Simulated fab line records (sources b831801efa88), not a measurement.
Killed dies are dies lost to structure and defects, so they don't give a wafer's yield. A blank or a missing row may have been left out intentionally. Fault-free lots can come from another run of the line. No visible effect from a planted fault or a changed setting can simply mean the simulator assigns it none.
One fault through the eyes of 2 desks -- flow sky130 -- only its own numbers are on each desk; what lay behind them is given at the end

== FROM THE METROLOGY DESK ==
Lot by lot, what the gauges showed, no matter which tool ran the lot: averages of those sampled wafers that carry a number. Any lot whose mean is over 4 standard deviations away from the usual mean is out of limits and marked OUT; that distance is given in the brackets.
Columns: A = cd_nm at SKY_POLY_CUT_CD_MEAS_08, usual 270.0 nm; B = POLY_CUT_OVL at SKY_POLY_CUT_OVL_MEAS_09, usual 0 nm; C = SD_N_RS at SKY_SD_N_RS_MEAS_16, usual 68.56 ohm/sq
lot,first seen here,A,B,C
L507,day 23 18:43,272.0,-6,68.36
L508,day 23 21:51,271.1,2,68.61
L511,day 25 12:14,269.2,3,68.78
L512,day 26 08:37,270.7,0,68.50
L513,day 26 18:46,269.7,4,68.59
L514,day 26 22:25,271.7,-1,68.62
L515,day 27 12:47,271.0,-6,68.61
L517,day 28 18:34,268.4,-5,68.67
L524,day 30 00:01,270.0,-3,69.42 (+6.6) OUT
L527,day 31 03:37,268.6,-3,69.25 (+5.3) OUT
L530,day 31 23:52,270.0,-0,68.70
Per this desk, out of limits: L524, L527; the first was L524, day 33 10:46 (SD_N_RS at SKY_SD_N_RS_MEAS_16). In limits: L507, L508, L511, L512, L513, L514, L515, L517, L530.

== AT THE TOOL OWNER'S DESK: implanter-01 ==
The tool's own readings at SKY_SD_N_IMPLANT_09, given as means over the sampled wafers that have a number, one for each lot that went through this tool. Any lot whose mean is over 4 standard deviations away from the usual mean is out of limits and marked OUT; that distance is given in the brackets.
Columns: A = beam_energy_keV at SKY_SD_N_IMPLANT_09, usual 49.998; B = dose_ions_cm2 at SKY_SD_N_IMPLANT_09, usual 4e+15; C = end_station_pressure_torr at SKY_SD_N_IMPLANT_09, usual 1.19e-05 Torr; D = faraday_current_uA at SKY_SD_N_IMPLANT_09, usual 10714
lot,first seen here,A,B,C,D
L507,day 27 11:59,49.998,4e+15,1.19e-05,10673
L513,day 30 07:12,50.002,4e+15,1.19e-05,10763
L515,day 31 01:42,49.989,4e+15,1.16e-05,10826
L524,day 33 10:04,50.002,4e+15 (-72) OUT,1.28e-05,10823
L527,day 34 12:04,50.007,4e+15 (-71) OUT,1.19e-05,10808
This desk's finding: out of limits on L524, L527; first on L524, day 33 10:04 (dose_ions_cm2 at SKY_SD_N_IMPLANT_09). In limits: L507, L513, L515.

== BROUGHT TOGETHER ==
On L524, L527, at day 33 10:04, an alarm was possible from the tool owner's desk.
An alarm was possible from the metrology desk at day 33 10:46, on L524, L527.
On implanter-01, each named lot ran SKY_SD_N_IMPLANT_09.

== WHAT THE SIMULATOR HAD PUT IN ==
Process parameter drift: implanter-01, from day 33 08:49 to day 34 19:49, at SKY_SD_N_IMPLANT_09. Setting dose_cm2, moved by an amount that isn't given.
Shown lots that were struck: L524, L527.
Fault start to first reading out of limits, in hours, per desk: tool owner, 1; metrology, 2.
